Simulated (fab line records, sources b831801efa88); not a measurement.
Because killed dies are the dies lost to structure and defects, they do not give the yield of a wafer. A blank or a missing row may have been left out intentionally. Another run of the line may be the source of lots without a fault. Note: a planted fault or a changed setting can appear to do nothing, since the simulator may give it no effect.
The tool behind it: which one? :: flow sky130 :: 37 wafers from 13 lots sampled at 5 of the route's 708 steps

## WHAT THE GAUGES SHOWED, per wafer
SKY_NWELL_RS_MEAS_29: the measuring method here is four-point-probe. Usual: NWELL_RS typically reads 624.7 ohm/sq, with standard deviation 1.5.
lot: L592
measured: day 5 08:32
on: filmMetro-01
NWELL_RS (ohm/sq): 623.1 625.8 625.1
flag: 

lot: L593
measured: day 5 19:16
on: filmMetro-01
NWELL_RS (ohm/sq): 623.4 626.1 626.8
flag: 

lot: L594
measured: day 6 01:19
on: filmMetro-03
NWELL_RS (ohm/sq): 622.6 623.5 624.0
flag: 

lot: L595
measured: day 6 05:45
on: filmMetro-03
NWELL_RS (ohm/sq): 627.5 624.7 626.2
flag: 

lot: L596
measured: day 6 11:11
on: filmMetro-02
NWELL_RS (ohm/sq): 624.3 624.7 623.3
flag: 

lot: L597
measured: day 6 19:19
on: filmMetro-01
NWELL_RS (ohm/sq): 626.9 628.0 627.7
flag: 

lot: L598
measured: day 6 23:51
on: filmMetro-01
NWELL_RS (ohm/sq): 626.6 626.5 626.9
flag: 

lot: L599
measured: day 7 06:18
on: filmMetro-02
NWELL_RS (ohm/sq): 623.8 624.1 622.9
flag: 

lot: L601
measured: day 7 16:57
on: filmMetro-02
NWELL_RS (ohm/sq): 626.2 625.1
flag: 

lot: L602
measured: day 8 01:04
on: filmMetro-01
NWELL_RS (ohm/sq): 626.8 625.4
flag: 

lot: L603
measured: day 8 05:26
on: filmMetro-03
NWELL_RS (ohm/sq): 623.7 623.1 624.0
flag: 

lot: L612
measured: day 10 11:34
on: filmMetro-03
NWELL_RS (ohm/sq): 625.3 625.2 625.1
flag: 

lot: L613
measured: day 10 18:49
on: filmMetro-03
NWELL_RS (ohm/sq): 626.6 626.3 624.7
flag: 

## TOOL THAT RAN EACH LOT (tool first, then ch and the chambers of the sampled wafers, then the start)
lot: L592
SKY_FIELD_ISO_CMP_27: cmp-02 ch 1,2, day 2 08:02
SKY_NWELL_COAT_05: lithoTrack-01 ch 0, day 4 04:06
SKY_NWELL_STRIP_14: plasmaAsher-02 ch 0,1, day 4 13:29
SKY_NWELL_RTA_28: rtpAnneal-01 ch 0, day 5 08:26

lot: L593
SKY_FIELD_ISO_CMP_27: cmp-02 ch 0,1,3, day 2 14:11
SKY_NWELL_COAT_05: lithoTrack-04 ch 0, day 4 13:15
SKY_NWELL_STRIP_14: plasmaAsher-03 ch 0,1, day 4 23:23
SKY_NWELL_RTA_28: rtpAnneal-02 ch 0, day 5 19:10

lot: L594
SKY_FIELD_ISO_CMP_27: cmp-01 ch 0,1,3, day 2 22:08
SKY_NWELL_COAT_05: lithoTrack-01 ch 0, day 4 19:13
SKY_NWELL_STRIP_14: plasmaAsher-03 ch 0,1, day 5 05:41
SKY_NWELL_RTA_28: rtpAnneal-02 ch 0, day 6 01:13

lot: L595
SKY_FIELD_ISO_CMP_27: cmp-02 ch 0,1,3, day 3 01:05
SKY_NWELL_COAT_05: lithoTrack-01 ch 0, day 4 23:52
SKY_NWELL_STRIP_14: plasmaAsher-03 ch 0,1, day 5 10:11
SKY_NWELL_RTA_28: rtpAnneal-01 ch 0, day 6 05:38

lot: L596
SKY_FIELD_ISO_CMP_27: cmp-01 ch 1,2,3, day 3 06:46
SKY_NWELL_COAT_05: lithoTrack-04 ch 0, day 5 05:20
SKY_NWELL_STRIP_14: plasmaAsher-04 ch 0,1, day 5 14:55
SKY_NWELL_RTA_28: rtpAnneal-02 ch 0, day 6 11:05

lot: L597
SKY_FIELD_ISO_CMP_27: cmp-02 ch 0,1,2, day 3 12:50
SKY_NWELL_COAT_05: lithoTrack-01 ch 0, day 5 12:40
SKY_NWELL_STRIP_14: plasmaAsher-02 ch 0,1, day 5 23:16
SKY_NWELL_RTA_28: rtpAnneal-02 ch 0, day 6 19:13

lot: L598
SKY_FIELD_ISO_CMP_27: cmp-01 ch 0,2,3, day 3 17:15
SKY_NWELL_COAT_05: lithoTrack-04 ch 0, day 5 18:08
SKY_NWELL_STRIP_14: plasmaAsher-02 ch 0,1, day 6 04:13
SKY_NWELL_RTA_28: rtpAnneal-01 ch 0, day 6 23:45

lot: L599
SKY_FIELD_ISO_CMP_27: cmp-02 ch 1,2, day 3 22:00
SKY_NWELL_COAT_05: lithoTrack-01 ch 0, day 6 00:07
SKY_NWELL_STRIP_14: plasmaAsher-04 ch 0,1, day 6 10:20
SKY_NWELL_RTA_28: rtpAnneal-01 ch 0, day 7 06:11

lot: L601
SKY_FIELD_ISO_CMP_27: cmp-01 ch 3, day 4 08:55
SKY_NWELL_COAT_05: lithoTrack-01 ch 0, day 6 10:12
SKY_NWELL_STRIP_14: plasmaAsher-04 ch 0,1, day 6 20:43
SKY_NWELL_RTA_28: rtpAnneal-02 ch 0, day 7 16:51

lot: L602
SKY_FIELD_ISO_CMP_27: cmp-02 ch 0,2, day 4 14:26
SKY_NWELL_COAT_05: lithoTrack-01 ch 0, day 6 18:10
SKY_NWELL_STRIP_14: plasmaAsher-02 ch 1, day 7 04:11
SKY_NWELL_RTA_28: rtpAnneal-02 ch 0, day 8 00:58

lot: L603
SKY_FIELD_ISO_CMP_27: cmp-02 ch 0,2,3, day 4 18:56
SKY_NWELL_COAT_05: lithoTrack-02 ch 0, day 6 20:59
SKY_NWELL_STRIP_14: plasmaAsher-02 ch 0,1, day 7 07:49
SKY_NWELL_RTA_28: rtpAnneal-01 ch 0, day 8 05:19

lot: L612
SKY_FIELD_ISO_CMP_27: cmp-01 ch 0,1,2, day 6 18:34
SKY_NWELL_COAT_05: lithoTrack-02 ch 0, day 9 00:40
SKY_NWELL_STRIP_14: plasmaAsher-04 ch 0,1, day 9 12:08
SKY_NWELL_RTA_28: rtpAnneal-02 ch 0, day 10 11:28

lot: L613
SKY_FIELD_ISO_CMP_27: cmp-02 ch 0,1,2, day 7 00:35
SKY_NWELL_COAT_05: lithoTrack-04 ch 0, day 9 07:36
SKY_NWELL_STRIP_14: plasmaAsher-04 ch 0,1, day 9 19:10
SKY_NWELL_RTA_28: rtpAnneal-01 ch 0, day 10 18:43
- SKY_FIELD_ISO_CMP_27: polishes, stops on Si3N4, t overpolish 16 s, target thk 457.8 nm.
- SKY_NWELL_COAT_05: resist thk 3000 nm.
- SKY_NWELL_STRIP_14: strips in O2/N2.
- SKY_NWELL_RTA_28: time 30 s.

## AS READ BY THE TOOLS THEMSELVES (means over the sampled wafers that have a number; for cases with no such wafer, the mark the record gives instead)
SKY_FIELD_ISO_CMP_27. Usual: headPressurePsi 4.000 psi, standard deviation 0.0078; motorCurrentA 11.9 A, standard deviation 1.3; overpolishRunS 16.000 s, standard deviation 0.0092; timeToEndpointS 112 s, standard deviation 6.9.
lot: L592
tool: cmp-02
headPressurePsi (psi): 4.006
motorCurrentA (A): 11.4
overpolishRunS (s): 16.004
timeToEndpointS (s): 115
flag: 

lot: L593
tool: cmp-02
headPressurePsi (psi): 4.006
motorCurrentA (A): 11.8
overpolishRunS (s): 16.001
timeToEndpointS (s): 115
flag: 

lot: L594
tool: cmp-01
headPressurePsi (psi): 3.987
motorCurrentA (A): 13.0
overpolishRunS (s): 15.999
timeToEndpointS (s): 108
flag: 

lot: L595
tool: cmp-02
headPressurePsi (psi): 3.998
motorCurrentA (A): 11.8
overpolishRunS (s): 16.000
timeToEndpointS (s): 119
flag: 

lot: L596
tool: cmp-01
headPressurePsi (psi): 3.991
motorCurrentA (A): 12.8
overpolishRunS (s): 15.998
timeToEndpointS (s): 107
flag: 

lot: L597
tool: cmp-02
headPressurePsi (psi): 3.996
motorCurrentA (A): 12.0
overpolishRunS (s): 15.997
timeToEndpointS (s): 120
flag: 

lot: L598
tool: cmp-01
headPressurePsi (psi): 4.001
motorCurrentA (A): 13.2
overpolishRunS (s): 16.002
timeToEndpointS (s): 112
flag: 

lot: L599
tool: cmp-02
headPressurePsi (psi): 3.998
motorCurrentA (A): 12.1
overpolishRunS (s): 16.000
timeToEndpointS (s): 113
flag: 

lot: L601
tool: cmp-01
headPressurePsi (psi): 4.001
motorCurrentA (A): 14.1
overpolishRunS (s): 16.003
timeToEndpointS (s): 102
flag: 

lot: L602
tool: cmp-02
headPressurePsi (psi): 4.001
motorCurrentA (A): 11.8
overpolishRunS (s): 16.001
timeToEndpointS (s): 110
flag: 

lot: L603
tool: cmp-02
headPressurePsi (psi): 3.999
motorCurrentA (A): 11.4
overpolishRunS (s): 16.002
timeToEndpointS (s): 112
flag: 

lot: L612
tool: cmp-01
headPressurePsi (psi): 4.011
motorCurrentA (A): 12.6
overpolishRunS (s): 15.993
timeToEndpointS (s): 115
flag: 

lot: L613
tool: cmp-02
headPressurePsi (psi): 3.999
motorCurrentA (A): 12.0
overpolishRunS (s): 15.994
timeToEndpointS (s): 108
flag: 

SKY_NWELL_STRIP_14. Usual: drypumpMotorCurrentA 6.0 A, standard deviation 0.44; oesProductAu 0.722 a.u., standard deviation 0.0049; stripTimeToEndpointS 36.87 s, standard deviation 0.12.
lot: L592
tool: plasmaAsher-02
drypumpMotorCurrentA (A): 6.0
oesProductAu (a.u.): 0.718
stripTimeToEndpointS (s): 36.73
flag: 

lot: L593
tool: plasmaAsher-03
drypumpMotorCurrentA (A): 6.4
oesProductAu (a.u.): 0.725
stripTimeToEndpointS (s): 36.88
flag: 

lot: L594
tool: plasmaAsher-03
drypumpMotorCurrentA (A): 6.4
oesProductAu (a.u.): 0.717
stripTimeToEndpointS (s): 36.64
flag: 

lot: L595
tool: plasmaAsher-03
drypumpMotorCurrentA (A): 6.4
oesProductAu (a.u.): 0.722
stripTimeToEndpointS (s): 36.76
flag: 

lot: L596
tool: plasmaAsher-04
drypumpMotorCurrentA (A): 5.9
oesProductAu (a.u.): 0.719
stripTimeToEndpointS (s): 36.94
flag: 

lot: L597
tool: plasmaAsher-02
drypumpMotorCurrentA (A): 6.0
oesProductAu (a.u.): 0.724
stripTimeToEndpointS (s): 36.66
flag: 

lot: L598
tool: plasmaAsher-02
drypumpMotorCurrentA (A): 5.8
oesProductAu (a.u.): 0.722
stripTimeToEndpointS (s): 36.93
flag: 

lot: L599
tool: plasmaAsher-04
drypumpMotorCurrentA (A): 5.9
oesProductAu (a.u.): 0.726
stripTimeToEndpointS (s): 36.83
flag: 

lot: L601
tool: plasmaAsher-04
drypumpMotorCurrentA (A): 5.8
oesProductAu (a.u.): 0.721
stripTimeToEndpointS (s): 30.18
flag: OFF

lot: L602
tool: plasmaAsher-02
drypumpMotorCurrentA (A): 6.1
oesProductAu (a.u.): 0.721
stripTimeToEndpointS (s): 30.16
flag: OFF

lot: L603
tool: plasmaAsher-02
drypumpMotorCurrentA (A): 6.0
oesProductAu (a.u.): 0.725
stripTimeToEndpointS (s): 36.93
flag: 

lot: L612
tool: plasmaAsher-04
drypumpMotorCurrentA (A): 5.9
oesProductAu (a.u.): 0.721
stripTimeToEndpointS (s): 36.87
flag: 

lot: L613
tool: plasmaAsher-04
drypumpMotorCurrentA (A): 5.6
oesProductAu (a.u.): 0.722
stripTimeToEndpointS (s): 37.09
flag: 

SKY_NWELL_RTA_28. Usual: lampPowerPct 25.31 %, standard deviation 0.056; wafer_temp_C_max 1054.9, standard deviation 1.
lot: L592
tool: rtpAnneal-01
lampPowerPct (%): 25.30
wafer_temp_C_max: 1055.2
flag: 

lot: L593
tool: rtpAnneal-02
lampPowerPct (%): 25.34
wafer_temp_C_max: 1055.3
flag: 

lot: L594
tool: rtpAnneal-02
lampPowerPct (%): 25.28
wafer_temp_C_max: 1054.6
flag: 

lot: L595
tool: rtpAnneal-01
lampPowerPct (%): 25.33
wafer_temp_C_max: 1056.0
flag: 

lot: L596
tool: rtpAnneal-02
lampPowerPct (%): 25.34
wafer_temp_C_max: 1054.5
flag: 

lot: L597
tool: rtpAnneal-02
lampPowerPct (%): 25.25
wafer_temp_C_max: 1055.5
flag: 

lot: L598
tool: rtpAnneal-01
lampPowerPct (%): 25.27
wafer_temp_C_max: 1055.1
flag: 

lot: L599
tool: rtpAnneal-01
lampPowerPct (%): 25.32
wafer_temp_C_max: 1054.5
flag: 

lot: L601
tool: rtpAnneal-02
lampPowerPct (%): 25.29
wafer_temp_C_max: 1056.3
flag: 

lot: L602
tool: rtpAnneal-02
lampPowerPct (%): 25.26
wafer_temp_C_max: 1054.6
flag: 

lot: L603
tool: rtpAnneal-01
lampPowerPct (%): 25.37
wafer_temp_C_max: 1054.7
flag: 

lot: L612
tool: rtpAnneal-02
lampPowerPct (%): 25.32
wafer_temp_C_max: 1055.4
flag: 

lot: L613
tool: rtpAnneal-01
lampPowerPct (%): 25.29
wafer_temp_C_max: 1054.4
flag: 

## THE ANSWER, worked out from the rows above alone
Rule: a lot is off if the mean of its wafers that have a number lies more than 3 standard deviations from the usual mean. Also off: a lot with no number at a reading for which 4 or more lots have one. All remaining lots with rows at the step are treated as sound. The gauges are gone through in route order, then the tools' own readings, and for those a lot's mean is taken as printed above. The first step at which some lot is off is used, and at that step the reading that is off furthest; a lot without a number counts as furthest.
Off at SKY_NWELL_STRIP_14 (stripTimeToEndpointS): L601, L602.
A tool fits if, at that step or a process step before it, it ran every lot that is off, and no sound lot after the first of them. One candidate fits, namely lithoTrack-01 at SKY_NWELL_COAT_05. Its last sound lot is L599 (day 6 00:07), its first lot that is off L601 (day 6 10:12): a fault that began between those two fits.

## WHAT WAS PUT IN BY THE SIMULATOR
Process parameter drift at SKY_NWELL_COAT_05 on lithoTrack-01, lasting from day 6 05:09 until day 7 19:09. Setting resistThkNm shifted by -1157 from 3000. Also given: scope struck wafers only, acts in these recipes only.
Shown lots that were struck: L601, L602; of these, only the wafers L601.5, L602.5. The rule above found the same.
